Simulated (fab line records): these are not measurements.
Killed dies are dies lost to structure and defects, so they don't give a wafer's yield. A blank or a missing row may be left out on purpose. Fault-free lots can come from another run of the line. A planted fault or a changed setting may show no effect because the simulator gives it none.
Which tool did it? / flow sky130 / 10 lots with 30 wafers sampled at 4 steps, on a route of 708 steps

== WHAT EACH GAUGE READ, for each wafer ==
SKY_VIA2_RS_MEAS_22: measures by four-point-probe.
lot=L469; measured=day 37 04:14; on=film-metro-02; VIA2_W_RS (ohm/sq)=0.264 0.263 0.271
lot=L472; measured=day 38 01:01; on=film-metro-01; VIA2_W_RS (ohm/sq)=0.278 0.281 0.273
lot=L473; measured=day 38 14:34; on=film-metro-04; VIA2_W_RS (ohm/sq)=0.268 0.265 0.274
lot=L475; measured=day 39 11:19; on=film-metro-04; VIA2_W_RS (ohm/sq)=0.274 0.263 0.274
lot=L476; measured=day 39 18:28; on=film-metro-02; VIA2_W_RS (ohm/sq)=0.267 0.266 0.274
lot=L478; measured=day 39 22:55; on=film-metro-02; VIA2_W_RS (ohm/sq)=0.266 0.275 0.270
lot=L483; measured=day 41 14:41; on=film-metro-04; VIA2_W_RS (ohm/sq)=0.282 0.281 0.276
lot=L484; measured=day 41 19:12; on=film-metro-02; VIA2_W_RS (ohm/sq)=0.266 0.279 0.277
lot=L485; measured=day 42 04:02; on=film-metro-04; VIA2_W_RS (ohm/sq)=0.266 0.265 0.276
lot=L489; measured=day 43 03:44; on=film-metro-04; VIA2_W_RS (ohm/sq)=0.267 0.265 0.274

SKY_VIA3_OVL_MEAS_13.
lot=L469; measured=day 40 08:23; on=overlay-01; VIA3_OVL (nm)=-3 -5 6
lot=L472; measured=day 41 07:11; on=overlay-02; VIA3_OVL (nm)=-6 -10 -5
lot=L473; measured=day 41 18:48; on=overlay-01; VIA3_OVL (nm)=-2 1 -5
lot=L475; measured=day 42 12:32; on=overlay-01; VIA3_OVL (nm)=-5 -6 -3
lot=L476; measured=day 43 01:37; on=overlay-01; VIA3_OVL (nm)=-7 -1 -7
lot=L478; measured=day 43 03:29; on=overlay-02; VIA3_OVL (nm)=-1 -10 -4
lot=L483; measured=day 44 14:36; on=overlay-01; VIA3_OVL (nm)=-1 -6 -4
lot=L484; measured=day 44 18:49; on=overlay-02; VIA3_OVL (nm)=-5 -3 -2
lot=L485; measured=day 45 03:12; on=overlay-01; VIA3_OVL (nm)=-2 -6 -5
lot=L489; measured=day 46 00:04; on=overlay-02; VIA3_OVL (nm)=-6 -10 -15

== WHICH TOOL RAN EACH LOT (tool, then ch and the chambers of the sampled wafers, then the start) ==
lot=L469; SKY_METAL3_METAL_ETCH_18=rie-metal-03 ch 0,1, day 39 08:15; SKY_METAL3_STRIP_19=plasma-asher-03 ch 0,1, day 39 08:25
lot=L472; SKY_METAL3_METAL_ETCH_18=rie-metal-04 ch 0,1, day 40 04:19; SKY_METAL3_STRIP_19=plasma-asher-03 ch 0,1, day 40 04:29
lot=L473; SKY_METAL3_METAL_ETCH_18=rie-metal-03 ch 0,1, day 40 16:51; SKY_METAL3_STRIP_19=plasma-asher-01 ch 0,1, day 40 17:01
lot=L475; SKY_METAL3_METAL_ETCH_18=rie-metal-03 ch 0,1, day 41 10:51; SKY_METAL3_STRIP_19=plasma-asher-01 ch 0,1, day 41 11:00
lot=L476; SKY_METAL3_METAL_ETCH_18=rie-metal-04 ch 0,1, day 42 00:48; SKY_METAL3_STRIP_19=plasma-asher-03 ch 0,1, day 42 00:58
lot=L478; SKY_METAL3_METAL_ETCH_18=rie-metal-03 ch 0,1, day 42 02:42; SKY_METAL3_STRIP_19=plasma-asher-02 ch 0,1, day 42 02:52
lot=L483; SKY_METAL3_METAL_ETCH_18=rie-metal-04 ch 0,1, day 43 14:34; SKY_METAL3_STRIP_19=plasma-asher-03 ch 0,1, day 43 14:43
lot=L484; SKY_METAL3_METAL_ETCH_18=rie-metal-03 ch 0,1, day 43 18:56; SKY_METAL3_STRIP_19=plasma-asher-02 ch 0,1, day 43 19:07
lot=L485; SKY_METAL3_METAL_ETCH_18=rie-metal-04 ch 0,1, day 44 03:38; SKY_METAL3_STRIP_19=plasma-asher-03 ch 0,1, day 44 03:49
lot=L489; SKY_METAL3_METAL_ETCH_18=rie-metal-02 ch 0,1, day 45 01:56; SKY_METAL3_STRIP_19=plasma-asher-01 ch 0,1, day 45 02:07
- SKY_METAL3_METAL_ETCH_18: etches the open film in Cl2/BCl3, stops on SiO2, target depth 845 nm, time 183.1 s.
- SKY_METAL3_STRIP_19: strips in O2/N2.

== WHAT THE TOOLS THEMSELVES READ (means of the sampled wafers that have a number; where no wafer has one, the mark that the record gives instead) ==
SKY_METAL3_METAL_ETCH_18.
lot=L469; tool=rie-metal-03; bias-w (W)=48.53; chamber-pressure-mTorr (mTorr)=10.008; drypump-motor-current-A (A)=6.0; he-backside-leak-sccm (sccm)=3.42; oes-product-au (a.u.)=0.866; throttle-valve-pct (%)=22.267
lot=L472; tool=rie-metal-04; bias-w (W)=48.55; chamber-pressure-mTorr (mTorr)=10.000; drypump-motor-current-A (A)=5.5; he-backside-leak-sccm (sccm)=3.42; oes-product-au (a.u.)=0.868; throttle-valve-pct (%)=22.258
lot=L473; tool=rie-metal-03; bias-w (W)=48.52; chamber-pressure-mTorr (mTorr)=9.997; drypump-motor-current-A (A)=6.1; he-backside-leak-sccm (sccm)=3.31; oes-product-au (a.u.)=0.865; throttle-valve-pct (%)=22.265
lot=L475; tool=rie-metal-03; bias-w (W)=48.54; chamber-pressure-mTorr (mTorr)=9.999; drypump-motor-current-A (A)=5.9; he-backside-leak-sccm (sccm)=3.32; oes-product-au (a.u.)=0.865; throttle-valve-pct (%)=22.270
lot=L476; tool=rie-metal-04; bias-w (W)=48.38; chamber-pressure-mTorr (mTorr)=10.005; drypump-motor-current-A (A)=5.5; he-backside-leak-sccm (sccm)=3.37; oes-product-au (a.u.)=0.866; throttle-valve-pct (%)=22.259
lot=L478; tool=rie-metal-03; bias-w (W)=48.45; chamber-pressure-mTorr (mTorr)=9.997; drypump-motor-current-A (A)=5.9; he-backside-leak-sccm (sccm)=3.45; oes-product-au (a.u.)=0.873; throttle-valve-pct (%)=22.272
lot=L483; tool=rie-metal-04; bias-w (W)=50.96; chamber-pressure-mTorr (mTorr)=10.000; drypump-motor-current-A (A)=5.5; he-backside-leak-sccm (sccm)=3.36; oes-product-au (a.u.)=0.869; throttle-valve-pct (%)=22.256
lot=L484; tool=rie-metal-03; bias-w (W)=48.59; chamber-pressure-mTorr (mTorr)=10.003; drypump-motor-current-A (A)=5.9; he-backside-leak-sccm (sccm)=3.37; oes-product-au (a.u.)=0.873; throttle-valve-pct (%)=22.261
lot=L485; tool=rie-metal-04; bias-w (W)=50.94; chamber-pressure-mTorr (mTorr)=9.996; drypump-motor-current-A (A)=5.4; he-backside-leak-sccm (sccm)=3.31; oes-product-au (a.u.)=0.874; throttle-valve-pct (%)=22.266
lot=L489; tool=rie-metal-02; bias-w (W)=48.51; chamber-pressure-mTorr (mTorr)=10.004; drypump-motor-current-A (A)=5.9; he-backside-leak-sccm (sccm)=3.67; oes-product-au (a.u.)=0.864; throttle-valve-pct (%)=22.262

SKY_METAL3_STRIP_19.
lot=L469; tool=plasma-asher-03; chamber-pressure-mTorr (mTorr)=1499.6; drypump-motor-current-A (A)=5.9; oes-product-au (a.u.)=0.498; strip-time-to-endpoint-s (s)=6.41
lot=L472; tool=plasma-asher-03; chamber-pressure-mTorr (mTorr)=1500.9; drypump-motor-current-A (A)=6.1; oes-product-au (a.u.)=0.503; strip-time-to-endpoint-s (s)=6.57
lot=L473; tool=plasma-asher-01; chamber-pressure-mTorr (mTorr)=1499.7; drypump-motor-current-A (A)=5.7; oes-product-au (a.u.)=0.503; strip-time-to-endpoint-s (s)=6.59
lot=L475; tool=plasma-asher-01; chamber-pressure-mTorr (mTorr)=1500.1; drypump-motor-current-A (A)=5.5; oes-product-au (a.u.)=0.499; strip-time-to-endpoint-s (s)=6.45
lot=L476; tool=plasma-asher-03; chamber-pressure-mTorr (mTorr)=1500.6; drypump-motor-current-A (A)=5.8; oes-product-au (a.u.)=0.500; strip-time-to-endpoint-s (s)=6.59
lot=L478; tool=plasma-asher-02; chamber-pressure-mTorr (mTorr)=1499.8; drypump-motor-current-A (A)=5.1; oes-product-au (a.u.)=0.505; strip-time-to-endpoint-s (s)=6.59
lot=L483; tool=plasma-asher-03; chamber-pressure-mTorr (mTorr)=1500.3; drypump-motor-current-A (A)=6.1; oes-product-au (a.u.)=0.499; strip-time-to-endpoint-s (s)=6.49
lot=L484; tool=plasma-asher-02; chamber-pressure-mTorr (mTorr)=1499.7; drypump-motor-current-A (A)=5.0; oes-product-au (a.u.)=0.497; strip-time-to-endpoint-s (s)=6.52
lot=L485; tool=plasma-asher-03; chamber-pressure-mTorr (mTorr)=1499.3; drypump-motor-current-A (A)=6.1; oes-product-au (a.u.)=0.496; strip-time-to-endpoint-s (s)=6.40
lot=L489; tool=plasma-asher-01; chamber-pressure-mTorr (mTorr)=1499.4; drypump-motor-current-A (A)=5.6; oes-product-au (a.u.)=0.494; strip-time-to-endpoint-s (s)=6.38

== THE ANSWER, worked out from the rows above alone ==
Rule: the lots themselves supply what counts as usual. The widest of any qualifying gaps counts: lots, ordered by their means at a reading, are off when they make up no more than a third of the lots, leave a main group of 4 or more, and stand apart from it by 3 or more times the standard deviation of that group's means. If all means in a main group match to the digits the tables above print for the reading, that group is not used. A lot without any number at a reading at which 4 lots or more have one is off too. Any other lot the step has rows for is counted as sound. First the gauges in route order, then the tools' own readings, where a lot's mean is used as printed above. At the first step where some lot is off, the reading lying furthest off is the one used; lots without a number count as furthest.
Off: L483, L485 (SKY_METAL3_METAL_ETCH_18, bias-w). Main group: mean 48.51 W, sd 0.061.
If a tool, at that step or one of the process steps before it, ran each lot that is off and ran no sound lot following the first of them, it fits. One fits: SKY_METAL3_METAL_ETCH_18 on rie-metal-04. A fault onset in the window from L476 (day 42 00:48, its last sound lot) to L483 (day 43 14:34, its first lot off) fits.
The tool's own readings at SKY_METAL3_METAL_ETCH_18 bear it out: on the lots that are off they differ by more than 5 times the standard deviation of the sound lots' means. bias-w reads 50.95 W there against 48.51 W on the sound lots.

== WHAT WAS PUT IN BY THE SIMULATOR ==
rie-metal-04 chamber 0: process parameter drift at SKY_METAL3_METAL_ETCH_18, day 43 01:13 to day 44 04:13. From 48.5, the setting bias-w moved by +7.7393. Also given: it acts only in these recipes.
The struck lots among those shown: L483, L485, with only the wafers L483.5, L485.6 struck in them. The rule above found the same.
